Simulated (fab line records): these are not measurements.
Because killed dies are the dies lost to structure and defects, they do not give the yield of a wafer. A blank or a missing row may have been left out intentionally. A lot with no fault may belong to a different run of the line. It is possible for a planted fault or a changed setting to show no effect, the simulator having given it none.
fab line records	flow sky130
[record] lots = 24	wafers = 72	lastDay = 50
route steps=708 shown VT_ADJUST_NCORE@129 VIA1@482 METAL2@502 VIA2@510 VIA3@593 METAL5@667
lots with no fault: from the same line, run without faults
startH: the number of hours between the record's first day and the start of the first shown wafer of the lot	waitH: time in hours since the lot's previous step	" same as the row above	L1.1+2: a single row standing in for several wafers	- either no value or no given start	* or withheld: withheld	< > ~ a bound
route shown NAME@n: a module of which the file shows steps, and the number in the route of the first	usual: mean/standard deviation taken from wafers without a fault	same: alike in all rows	chamber/n: place in a boat	sites: per-site readings	_std_site: the values' standard deviation	_edge_site: inner sites' mean taken away from outer sites' mean	radiusMm: how far each site lies from the wafer's centre	mask NAME#n: copy n	behind: tool/chamber where the wafer was last shaped	hold: what put the lot on hold/how long, in hours/how the hold closed	device: names the non-switching transistor (n, p or np)	end of line: tests of these same wafers at the route's end	for a step that has no rows: nothing shown but its recipe	killed: dies lost to structure and defects at the first sort, not the wafer's yield	map: per-die view of a wafer (x killed, . not killed, _ where there is no die)
set.NAME: setting as actually run; set.NAME@STEP: the setting as run at that earlier step	model.NAME: the simulator's own value behind a step, which no gauge read
a sample of lots followed through the steps of the route, with each step as a table and each wafer as a row
services: when a tool's chamber went out of use (startH, in hours from the record's first day, below 0 if earlier), for how many hours, and the reason
[[steps]]
[step SKY_VT_ADJUST_NCORE_STRIP_10]
[recipe] chemistry = O2/N2	powerW = 1400	pressureMtorr = 1500	platenTempC = withheld	o2FlowSccm = 3000	n2FlowSccm = 300	overashFraction = 0.5
[usual] drypumpMotorCurrentA = 5.95/0.29	n2FlowSccm = 299.8/0.84	oesProductAu = 0.716/0.0047	stripTimeToEndpointS = 14.19/0.045
[same] overashFraction = 0.5
lot.wafer	tool	chamber	startH	waitH	drypumpMotorCurrentA	n2FlowSccm	oesProductAu	rfHoursCounterH	stripTimeToEndpointS
L074.1	plasmaAsher-01	1	175.18	0.1	6.09	301.3	0.715	37	14.07
L074.3	"	1	"	"	6.13	300.4	0.713	-	14.12
L074.5	"	0	"	"	6.13	298.7	0.717	-	14.13
L075.1	plasmaAsher-02	0	181.98	0.1	5.94	298.9	0.720	49	14.11
L075.3	"	0	"	"	5.95	299.4	0.723	-	14.11
L075.5	"	0	"	"	5.93	299.0	0.720	-	14.12
L076.2	plasmaAsher-02	0	192.28	0.1	5.95	299.3	0.714	50	14.19
L076.3	"	0	"	"	5.94	299.1	0.718	-	14.16
L076.4	"	1	"	"	5.55	300.3	0.723	-	14.19
L077.1	plasmaAsher-02	0	195.72	0.1	5.95	300.0	0.716	51	14.20
L077.3	"	1	"	"	5.51	300.4	0.714	-	14.19
L077.6	"	1	"	"	5.52	301.0	0.711	-	14.17
L078.2	plasmaAsher-01	1	208.17	0.1	6.10	298.6	0.719	40	14.19
L078.3	"	1	"	"	6.09	300.6	0.714	-	14.08
L078.4	"	0	"	"	6.16	300.3	0.711	-	14.15
L079.2	plasmaAsher-03	1	225.02	0.1	5.80	299.8	0.717	10	14.19
L079.4	"	1	"	"	5.80	299.1	0.716	-	14.21
L079.5	"	1	"	"	5.79	298.5	0.723	-	14.19
L080.2	plasmaAsher-01	1	233.23	0.1	6.14	300.5	0.719	42	14.22
L080.3	"	1	"	"	6.14	300.4	0.719	-	14.25
L080.4	"	0	"	"	6.14	299.8	0.711	-	14.19
L081.2	plasmaAsher-02	1	234.13	0.1	5.55	299.7	0.711	54	14.28
L081.3	"	0	"	"	5.95	299.9	0.713	-	14.26
L081.6	"	0	"	"	5.93	298.1	0.716	-	14.26
L082.2	plasmaAsher-03	1	247.63	0.1	5.78	300.3	0.718	12	14.23
L082.3	"	0	"	"	6.49	299.9	0.718	-	14.23
L082.4	"	1	"	"	5.80	299.7	0.714	-	14.22
L083.2	plasmaAsher-02	1	252.72	0.1	5.57	300.1	0.709	56	14.13
L083.3	"	1	"	"	5.59	299.7	0.715	-	14.19
L083.5	"	0	"	"	5.92	299.2	0.716	-	14.14
L085.1	plasmaAsher-02	1	266.97	0.1	5.54	300.4	0.716	58	14.12
L085.4	"	0	"	"	5.95	299.0	0.720	-	14.13
L085.6	"	1	"	"	5.56	300.7	0.714	-	14.15
L084.3	plasmaAsher-03	1	269.17	0.1	5.78	300.3	0.716	-	14.23
L084.5	"	1	"	"	5.79	299.4	0.715	-	14.18
L084.6	"	0	"	"	6.47	300.3	0.720	-	14.26
L086.1	plasmaAsher-03	1	285.22	0.1	5.78	300.4	0.715	16	14.24
L086.2	"	0	"	"	6.48	298.6	0.712	16	14.25
L086.6	"	0	"	"	6.48	299.1	0.710	-	14.21
L087.2	plasmaAsher-02	1	286.07	0.1	5.54	299.0	0.710	59	14.25
L087.3	"	0	"	"	5.94	300.6	0.718	-	14.20
L087.5	"	1	"	"	5.51	298.8	0.707	-	14.19
L088.2	plasmaAsher-03	1	291.62	0.1	5.80	299.7	0.722	17	14.23
L088.4	"	1	"	"	5.79	299.5	0.722	-	14.24
L088.6	"	0	"	"	6.46	300.1	0.708	-	14.21
L090.1	plasmaAsher-02	0	296.43	0.1	5.93	300.2	0.713	60	14.15
L090.3	"	1	"	"	5.54	299.4	0.715	-	14.17
L090.5	"	0	"	"	5.92	301.2	0.717	-	14.16
L089.2	plasmaAsher-02	0	297.67	0.1	5.94	300.3	0.725	61	14.23
L089.5	"	1	"	"	5.58	300.5	0.712	-	14.18
L089.6	"	0	"	"	5.96	300.0	0.719	-	14.19
L091.1	plasmaAsher-01	1	301.38	0.1	6.14	300.6	0.712	49	14.17
L091.3	"	0	"	"	6.15	299.6	0.722	-	14.13
L091.4	"	1	"	"	6.12	302.0	0.715	-	14.17
L093.3	plasmaAsher-03	0	318.51	0.1	6.46	298.8	0.712	-	14.19
L093.4	"	1	"	"	5.84	299.5	0.719	-	14.21
L093.5	"	0	"	"	6.43	300.5	0.718	-	14.15
L092.1	plasmaAsher-02	1	320.07	0.1	5.57	299.2	0.722	63	14.22
L092.3	"	0	"	"	5.92	299.2	0.719	-	14.25
L092.4	"	1	"	"	5.56	298.6	0.722	-	14.25
L094.1	plasmaAsher-01	1	326.07	0.1	6.12	300.7	0.705	51	14.20
L094.2	"	0	"	"	6.13	299.0	0.716	51	14.20
L094.6	"	0	"	"	6.16	298.7	0.713	-	14.22
L095.1	plasmaAsher-02	0	327.37	0.1	5.89	301.6	0.720	63	14.23
L095.2	"	1	"	"	5.52	299.8	0.711	63	14.24
L095.4	"	0	"	"	5.91	300.1	0.713	-	14.24
L096.1	plasmaAsher-01	0	335.83	0.1	6.14	300.4	0.710	52	14.24
L096.2	"	1	"	"	6.12	301.2	0.713	52	14.24
L096.3	"	1	"	"	6.12	299.5	0.718	-	14.25
L097.1	plasmaAsher-01	0	344.67	0.1	6.15	300.1	0.717	53	14.16
L097.2	"	1	"	"	6.10	300.4	0.723	53	14.13
L097.5	"	1	"	"	6.12	300.6	0.702	-	14.14
[step SKY_VIA1_CMP_24]
[recipe] stopOn = SiO2	tOverpolishS = 15	downForcePsi = 3.5	platenRpm = 60	targetThkNm = 0	padVelocityMS = 0.94248
[usual] motorCurrentA = 10.5/1	overpolishRunS = 15.001/0.0089	timeToEndpointS = 67/3.1
lot.wafer	tool	chamber	startH	waitH	motorCurrentA	overpolishRunS	timeToEndpointS
L074.1	cmp-02	0	782.42	0.1	9.9	14.994	65
L074.3	"	3	"	"	10.2	15.008	63
L074.5	"	1	"	"	10.6	14.995	60
L075.3	cmp-02	0	785.24	0.0	10.2	15.002	64
L075.1	"	2	"	"	9.2	14.989	62
L075.5	"	0	"	"	10.3	15.000	64
L076.2	cmp-01	3	803.70	0.3	10.1	14.991	66
L076.4	"	0	"	"	10.1	14.992	63
L076.3	"	1	"	"	11.3	15.007	68
L077.1	cmp-01	1	806.07	0.1	11.9	15.009	67
L077.3	"	3	"	"	10.5	14.995	67
L077.6	"	2	"	"	12.4	15.012	67
L078.3	cmp-01	3	817.76	0.0	10.2	15.014	67
L078.4	"	1	"	"	11.6	15.005	69
L078.2	"	2	"	"	12.6	15.002	66
L079.2	cmp-01	2	837.53	0.0	12.1	15.015	65
L079.4	"	1	"	"	11.9	15.005	69
L079.5	"	3	"	"	10.4	14.992	66
L080.4	cmp-01	3	843.89	0.1	10.4	15.005	69
L080.3	"	0	"	"	10.3	14.986	66
L080.2	"	1	"	"	12.3	15.010	67
L081.3	cmp-01	3	848.70	0.0	10.5	14.982	70
L081.2	"	2	"	"	11.6	15.001	68
L081.6	"	0	"	"	10.0	14.992	64
L082.4	cmp-02	2	861.24	0.0	9.2	15.006	62
L082.3	"	0	"	"	9.7	14.997	65
L082.2	"	1	"	"	10.4	15.003	62
L083.3	cmp-02	2	866.67	0.0	9.6	15.010	64
L083.2	"	1	"	"	10.8	14.990	61
L083.5	"	2	"	"	9.1	14.994	63
L085.4	cmp-01	2	887.27	0.0	11.8	15.016	67
L085.1	"	1	"	"	12.2	15.012	71
L085.6	"	2	"	"	12.4	15.012	65
L084.3	cmp-01	3	891.02	0.1	10.3	14.998	69
L084.5	"	1	"	"	11.9	14.998	72
L084.6	"	2	"	"	12.6	14.980	69
L087.2	cmp-02	0	901.32	0.0	9.8	15.008	66
L087.3	"	1	"	"	10.6	15.007	62
L087.5	"	1	"	"	10.8	15.004	61
L086.2	cmp-02	3	902.04	0.1	10.3	14.985	70
L086.1	"	1	"	"	10.9	14.998	68
L086.6	"	3	"	"	10.8	14.993	71
L088.2	cmp-02	3	908.50	0.1	10.4	15.014	68
L088.4	"	0	"	"	9.6	15.006	72
L088.6	"	3	"	"	10.0	15.001	72
L090.3	cmp-02	1	915.38	0.1	10.8	15.009	66
L090.1	"	2	"	"	8.8	15.000	65
L090.5	"	0	"	"	9.9	14.996	68
L089.2	cmp-01	2	915.91	0.1	12.5	14.996	69
L089.5	"	1	"	"	12.2	14.997	73
L089.6	"	2	"	"	11.8	14.996	70
L091.1	cmp-02	0	918.92	0.3	10.1	15.018	69
L091.4	"	1	"	"	11.4	14.988	64
L091.3	"	2	"	"	9.3	15.012	64
L093.4	cmp-02	3	933.93	0.1	9.9	14.997	68
L093.3	"	0	"	"	9.9	14.999	68
L093.5	"	2	"	"	9.0	15.002	65
L092.4	cmp-02	3	936.75	0.0	9.6	15.014	71
L092.3	"	0	"	"	10.1	15.007	68
L092.1	"	1	"	"	10.9	15.003	62
L094.1	cmp-02	1	942.79	0.1	10.9	15.004	64
L094.2	"	3	"	"	10.7	14.993	70
L094.6	"	1	"	"	10.7	15.009	65
L095.1	cmp-01	2	946.53	0.1	12.3	14.996	66
L095.2	"	0	"	"	9.9	14.996	62
L095.4	"	1	"	"	11.7	14.997	69
L096.3	cmp-02	3	950.37	0.0	10.5	15.007	67
L096.1	"	1	"	"	11.0	15.004	62
L096.2	"	2	"	"	8.7	15.004	66
L097.1	cmp-02	3	959.81	0.1	10.5	15.005	67
L097.2	"	1	"	"	10.8	14.990	62
L097.5	"	0	"	"	9.3	15.003	64
[step SKY_METAL2_METAL_ETCH_19]
[recipe] targetDepthA = 3600	stopOn = SiO2	overEtchFrac = 0.3	timeS = 78	chemistry = Cl2/BCl3	resistSidewallDeg = 88	pressureMtorr = 10	icpW = 900	biasW = 48.5	Cl2_flow_sccm = 60	bcl3FlowSccm = 30
[usual] drypumpMotorCurrentA = 5.9/0.43	oesProductAu = 0.852/0.0059	throttleValvePct = 22.263/0.009
lot.wafer	tool	chamber	startH	waitH	drypumpMotorCurrentA	oesProductAu	rfHoursCounterH	throttleValvePct
L074.1	rieMetal-04	0	809.45	0.0	6.4	0.846	13	22.255
L074.3	"	1	"	"	4.9	0.839	-	22.261
L074.5	"	0	"	"	6.4	0.850	-	22.274
L075.1	rieMetal-02	1	812.87	0.0	6.0	0.844	6	22.277
L075.3	"	0	"	"	5.9	0.849	-	22.248
L075.5	"	0	"	"	5.9	0.852	-	22.267
L076.2	rieMetal-04	0	830.82	0.0	6.5	0.859	14	22.247
L076.3	"	1	"	"	4.9	0.852	-	22.280
L076.4	"	0	"	"	6.4	0.848	-	22.247
L077.1	rieMetal-02	1	833.21	0.0	6.0	0.863	7	22.259
L077.3	"	1	"	"	6.0	0.850	-	22.260
L077.6	"	0	"	"	5.8	0.855	-	22.273
L078.2	rieMetal-04	1	844.52	0.0	4.9	0.848	4	22.252
L078.3	"	0	"	"	6.4	0.846	-	22.260
L078.4	"	1	"	"	4.9	0.859	-	22.254
L079.2	rieMetal-02	1	864.19	0.1	6.0	0.845	-	22.257
L079.4	"	1	"	"	5.9	0.851	-	22.265
L079.5	"	1	"	"	6.0	0.851	-	22.256
L080.2	rieMetal-01	1	871.05	0.0	6.3	0.844	12	22.258
L080.3	"	1	"	"	6.2	0.855	-	22.264
L080.4	"	0	"	"	6.3	0.857	-	22.256
L081.2	rieMetal-02	1	875.47	0.1	6.0	0.847	-	22.267
L081.3	"	1	"	"	6.0	0.852	-	22.275
L081.6	"	1	"	"	6.0	0.842	-	22.264
L082.2	rieMetal-02	0	888.75	0.0	5.9	0.853	0	22.267
L082.3	"	1	"	"	5.9	0.866	-	22.259
L082.4	"	0	"	"	5.9	0.853	-	22.267
L083.2	rieMetal-02	1	893.35	0.0	6.0	0.849	12	22.264
L083.3	"	0	"	"	5.9	0.846	-	22.268
L083.5	"	0	"	"	5.9	0.847	-	22.255
L085.1	rieMetal-01	0	913.62	0.0	6.2	0.856	3	22.266
L085.4	"	0	"	"	6.3	0.853	-	22.270
L085.6	"	0	"	"	6.3	0.847	-	22.264
L084.3	rieMetal-04	0	917.59	0.1	6.4	0.854	-	22.261
L084.5	"	0	"	"	6.4	0.853	-	22.280
L084.6	"	1	"	"	4.9	0.858	-	22.278
L087.2	rieMetal-02	0	927.17	0.0	5.9	0.860	2	22.275
L087.3	"	0	"	"	5.8	0.853	-	22.255
L087.5	"	0	"	"	5.9	0.847	-	22.269
L086.1	rieMetal-04	0	928.16	0.0	6.4	0.846	19	22.273
L086.2	"	1	"	"	4.9	0.850	7	22.253
L086.6	"	1	"	"	4.9	0.850	-	22.281
L088.2	rieMetal-01	0	933.96	0.0	6.2	0.849	4	22.253
L088.4	"	0	"	"	6.3	0.851	-	22.249
L088.6	"	1	"	"	6.2	0.842	-	22.269
L090.1	rieMetal-02	1	941.21	0.0	5.9	0.858	14	22.265
L090.3	"	1	"	"	6.0	0.857	-	22.273
L090.5	"	1	"	"	6.0	0.855	-	22.265
L089.2	rieMetal-01	0	941.56	0.0	6.3	0.847	5	22.255
L089.5	"	0	"	"	6.3	0.860	-	22.274
L089.6	"	1	"	"	6.3	0.849	-	22.258
L091.1	rieMetal-02	1	944.67	0.0	6.0	0.848	14	22.264
L091.3	"	0	"	"	5.8	0.852	-	22.265
L091.4	"	1	"	"	5.9	0.848	-	22.244
L093.3	rieMetal-04	0	958.69	0.1	6.4	0.855	-	22.263
L093.4	"	1	"	"	4.9	0.849	-	22.267
L093.5	"	1	"	"	4.9	0.859	-	22.261
L092.1	rieMetal-02	1	961.71	0.0	5.9	0.854	15	22.265
L092.3	"	1	"	"	5.9	0.849	-	22.259
L092.4	"	0	"	"	5.8	0.849	-	22.259
L094.1	rieMetal-01	0	967.05	0.0	6.3	0.855	6	22.274
L094.2	"	1	"	"	6.2	0.858	16	22.255
L094.6	"	1	"	"	6.3	0.854	-	22.273
L095.1	rieMetal-02	1	971.46	0.0	5.9	0.863	16	22.267
L095.2	"	0	"	"	5.9	0.855	5	22.266
L095.4	"	1	"	"	6.0	0.866	-	22.257
L096.1	rieMetal-02	1	974.97	0.0	6.0	0.849	16	22.260
L096.2	"	0	"	"	5.8	0.852	5	22.284
L096.3	"	0	"	"	5.9	0.850	-	22.255
L097.1	rieMetal-01	0	983.47	0.0	6.3	0.845	7	22.260
L097.2	"	1	"	"	6.3	0.855	17	22.269
L097.5	"	1	"	"	6.3	0.846	-	22.280
[step SKY_VIA2_BOW_MEAS_03]
[recipe] mode = bow
[usual] VIA2_BOW = 85/6.9
lot.wafer	tool	chamber	startH	waitH	VIA2_BOW[um]
L074.1	filmMetro-03	-	810.68	0.1	75
L074.3	"	-	"	"	93
L074.5	"	-	"	"	83
L075.1	filmMetro-01	-	814.04	0.1	84
L075.3	"	-	"	"	85
L075.5	"	-	"	"	83
L076.2	filmMetro-03	-	832.01	0.3	87
L076.3	"	-	"	"	70
L076.4	"	-	"	"	75
L077.1	filmMetro-04	-	834.38	0.1	97
L077.3	"	-	"	"	93
L077.6	"	-	"	"	82
L078.2	filmMetro-04	-	845.71	0.2	80
L078.3	"	-	"	"	85
L078.4	"	-	"	"	85
L079.2	filmMetro-01	-	865.45	0.1	85
L079.4	"	-	"	"	85
L079.5	"	-	"	"	87
L080.2	filmMetro-04	-	872.32	0.3	83
L080.3	"	-	"	"	87
L080.4	"	-	"	"	89
L081.2	filmMetro-04	-	876.72	0.2	78
L081.3	"	-	"	"	92
L081.6	"	-	"	"	89
L082.2	filmMetro-04	-	889.94	0.1	78
L082.3	"	-	"	"	76
L082.4	"	-	"	"	95
L083.2	filmMetro-01	-	894.54	0.1	87
L083.3	"	-	"	"	79
L083.5	"	-	"	"	77
L085.1	filmMetro-04	-	914.84	0.2	81
L085.4	"	-	"	"	86
L085.6	"	-	"	"	91
L084.3	filmMetro-03	-	918.93	0.3	84
L084.5	"	-	"	"	84
L084.6	"	-	"	"	80
L087.2	filmMetro-03	-	928.37	0.1	82
L087.3	"	-	"	"	78
L087.5	"	-	"	"	79
L086.1	filmMetro-04	-	929.35	0.1	90
L086.2	"	-	"	"	97
L086.6	"	-	"	"	64
L088.2	filmMetro-03	-	935.33	0.2	91
L088.4	"	-	"	"	98
L088.6	"	-	"	"	86
L090.1	filmMetro-03	-	942.42	0.2	84
L090.3	"	-	"	"	94
L090.5	"	-	"	"	83
L089.2	filmMetro-03	-	942.77	0.2	81
L089.5	"	-	"	"	88
L089.6	"	-	"	"	70
L091.1	filmMetro-01	-	945.84	0.2	88
L091.3	"	-	"	"	93
L091.4	"	-	"	"	86
L093.3	filmMetro-01	-	959.87	0.3	86
L093.4	"	-	"	"	79
L093.5	"	-	"	"	80
L092.1	filmMetro-04	-	962.88	0.2	86
L092.3	"	-	"	"	95
L092.4	"	-	"	"	93
L094.1	filmMetro-03	-	968.22	0.1	94
L094.2	"	-	"	"	84
L094.6	"	-	"	"	84
L095.1	filmMetro-03	-	972.70	0.1	74
L095.2	"	-	"	"	82
L095.4	"	-	"	"	81
L096.1	filmMetro-04	-	976.14	0.1	91
L096.2	"	-	"	"	99
L096.3	"	-	"	"	96
L097.1	filmMetro-01	-	984.64	0.1	84
L097.2	"	-	"	"	74
L097.5	"	-	"	"	95
[step SKY_VIA3_SPUTTER_20]
[recipe] material = TiN	targetThkNm = 20	chamberPressurePa = 4.845	powerW = 4000	timeS = 80
[usual] throttleValvePct = 29.7/1
lot.wafer	tool	chamber	startH	waitH	throttleValvePct
L074.1	pvdSputter-02	-	920.25	0.0	30.6
L074.3	"	-	"	"	31.0
L074.5	"	-	"	"	30.6
L075.1	pvdSputter-03	-	922.85	0.0	28.3
L075.3	"	-	"	"	27.9
L075.5	"	-	"	"	29.9
L076.2	pvdSputter-01	-	939.49	0.0	28.4
L076.3	"	-	"	"	30.7
L076.4	"	-	"	"	29.3
L077.1	pvdSputter-01	-	942.43	0.0	30.6
L077.3	"	-	"	"	29.5
L077.6	"	-	"	"	28.6
L078.2	pvdSputter-01	-	952.15	0.0	29.6
L078.3	"	-	"	"	30.6
L078.4	"	-	"	"	28.3
L079.2	pvdSputter-01	-	971.70	0.0	29.6
L079.4	"	-	"	"	30.6
L079.5	"	-	"	"	30.4
L080.2	pvdSputter-02	-	977.16	0.0	30.3
L080.3	"	-	"	"	30.7
L080.4	"	-	"	"	30.6
L081.2	pvdSputter-02	-	980.95	0.0	29.4
L081.3	"	-	"	"	30.4
L081.6	"	-	"	"	29.5
L082.2	pvdSputter-02	-	993.16	0.0	30.3
L082.3	"	-	"	"	29.3
L082.4	"	-	"	"	31.0
L083.2	pvdSputter-03	-	997.77	0.0	29.6
L083.3	"	-	"	"	28.5
L083.5	"	-	"	"	30.2
L085.1	pvdSputter-01	-	1015.40	0.0	30.6
L085.4	"	-	"	"	28.6
L085.6	"	-	"	"	28.2
L084.3	pvdSputter-02	-	1018.62	0.0	30.6
L084.5	"	-	"	"	29.1
L084.6	"	-	"	"	30.3
L087.2	pvdSputter-02	-	1026.70	0.0	30.5
L087.3	"	-	"	"	30.5
L087.5	"	-	"	"	30.8
L086.1	pvdSputter-01	-	1027.34	0.0	28.5
L086.2	"	-	"	"	29.3
L086.6	"	-	"	"	30.5
L088.2	pvdSputter-02	-	1034.46	0.0	30.9
L088.4	"	-	"	"	30.3
L088.6	"	-	"	"	30.5
L090.1	pvdSputter-01	-	1039.41	0.0	30.6
L090.3	"	-	"	"	28.6
L090.5	"	-	"	"	28.4
L089.2	pvdSputter-03	-	1040.96	0.0	28.3
L089.5	"	-	"	"	28.3
L089.6	"	-	"	"	28.0
L091.1	pvdSputter-01	-	1042.62	0.0	30.9
L091.3	"	-	"	"	29.3
L091.4	"	-	"	"	28.5
L093.3	pvdSputter-03	-	1054.50	0.0	28.3
L093.4	"	-	"	"	28.2
L093.5	"	-	"	"	28.1
L092.1	pvdSputter-03	-	1057.55	0.0	28.2
L092.3	"	-	"	"	30.5
L092.4	"	-	"	"	28.3
L094.1	pvdSputter-03	-	1064.51	0.0	28.2
L094.2	"	-	"	"	29.9
L094.6	"	-	"	"	28.4
L095.1	pvdSputter-02	-	1068.11	0.0	29.3
L095.2	"	-	"	"	30.1
L095.4	"	-	"	"	30.5
L096.1	pvdSputter-01	-	1070.59	0.0	29.5
L096.2	"	-	"	"	28.5
L096.3	"	-	"	"	30.5
L097.1	pvdSputter-02	-	1078.15	0.0	30.8
L097.2	"	-	"	"	30.4
L097.5	"	-	"	"	30.9
[step SKY_METAL5_THK_MEAS_06]
[recipe] thkMeasGauge = xrf	reads = AlCu_of_METAL5_SPUTTER_02
[usual] METAL5_ALCU_THK = 1124/18
lot.wafer	tool	chamber	startH	waitH	METAL5_ALCU_THK[nm]
L074.1	filmMetro-03	-	996.95	0.1	1071
L074.3	"	-	"	"	1070
L074.5	"	-	"	"	1077
L075.1	filmMetro-04	-	999.29	0.1	1142
L075.3	"	-	"	"	1135
L075.5	"	-	"	"	1144
L076.2	filmMetro-02	-	1014.45	0.1	1127
L076.3	"	-	"	"	1130
L076.4	"	-	"	"	1122
L077.1	filmMetro-04	-	1017.86	0.1	1146
L077.3	"	-	"	"	1128
L077.6	"	-	"	"	1137
L078.2	filmMetro-04	-	1026.31	0.1	1132
L078.3	"	-	"	"	1137
L078.4	"	-	"	"	1123
L079.2	filmMetro-02	-	1045.56	0.1	1132
L079.4	"	-	"	"	1126
L079.5	"	-	"	"	1128
L080.2	filmMetro-04	-	1051.24	0.1	1115
L080.3	"	-	"	"	1113
L080.4	"	-	"	"	1108
L081.2	filmMetro-03	-	1053.19	0.1	1121
L081.3	"	-	"	"	1125
L081.6	"	-	"	"	1120
L082.2	filmMetro-02	-	1065.71	0.1	1139
L082.3	"	-	"	"	1152
L082.4	"	-	"	"	1149
L083.2	filmMetro-02	-	1069.47	0.1	1118
L083.3	"	-	"	"	1112
L083.5	"	-	"	"	1116
L085.1	filmMetro-03	-	1086.22	0.1	1089
L085.4	"	-	"	"	1100
L085.6	"	-	"	"	1094
L084.3	filmMetro-04	-	1088.95	0.1	1104
L084.5	"	-	"	"	1115
L084.6	"	-	"	"	1111
L087.2	filmMetro-04	-	1094.77	0.1	1146
L087.3	"	-	"	"	1138
L087.5	"	-	"	"	1136
L086.1	filmMetro-04	-	1095.74	0.1	1129
L086.2	"	-	"	"	1120
L086.6	"	-	"	"	1133
L088.2	filmMetro-03	-	1101.09	0.1	1091
L088.4	"	-	"	"	1099
L088.6	"	-	"	"	1100
L090.1	filmMetro-03	-	1110.29	0.1	1134
L090.3	"	-	"	"	1138
L090.5	"	-	"	"	1138
L091.1	filmMetro-04	-	1110.57	0.1	1134
L091.3	"	-	"	"	1125
L091.4	"	-	"	"	1138
L089.2	filmMetro-03	-	1110.90	0.1	1125
L089.5	"	-	"	"	1118
L089.6	"	-	"	"	1122
L093.3	filmMetro-04	-	1120.10	0.1	1135
L093.4	"	-	"	"	1132
L093.5	"	-	"	"	1142
L092.1	filmMetro-04	-	1121.58	0.1	1133
L092.3	"	-	"	"	1125
L092.4	"	-	"	"	1135
L094.1	filmMetro-04	-	1129.50	0.1	1119
L094.2	"	-	"	"	1121
L094.6	"	-	"	"	1126
L095.1	filmMetro-02	-	1132.74	0.1	1098
L095.2	"	-	"	"	1118
L095.4	"	-	"	"	1117
L096.1	filmMetro-02	-	1135.34	0.1	1134
L096.2	"	-	"	"	1096
L096.3	"	-	"	"	1111
L097.1	filmMetro-04	-	1140.90	0.1	1146
L097.2	"	-	"	"	1138
L097.5	"	-	"	"	1153
[[services]]
tool	chamber	startH	hours	kind
cmp-02	-	190.06	0.8	repair
cmp-02	-	223.93	2.4	repair
cmp-02	-	291.79	0.2	repair
cmp-02	-	293.80	3.0	repair
rieMetal-02	0	314.93	3.9	repair
cmp-02	-	326.30	1.0	repair
cmp-02	-	373.80	4.5	pm
cmp-02	-	380.33	0.9	repair
cmp-02	-	404.00	4.0	pm
cmp-02	-	427.34	2.6	pm
cmp-02	-	430.36	5.9	repair
cmp-02	-	431.29	0.8	repair
cmp-02	-	436.19	2.4	repair
cmp-02	-	461.34	0.7	repair
cmp-02	-	480.76	0.4	repair
cmp-02	-	515.34	2.0	repair
cmp-02	-	623.33	1.4	repair
cmp-02	-	642.97	2.8	repair
cmp-02	-	669.88	0.2	repair
cmp-02	-	742.80	4.5	pm
cmp-02	-	747.28	4.0	pm
cmp-02	-	749.93	1.6	repair
cmp-02	-	785.98	45.4	repair
cmp-02	-	798.75	1.2	repair
[[key]]
fault none
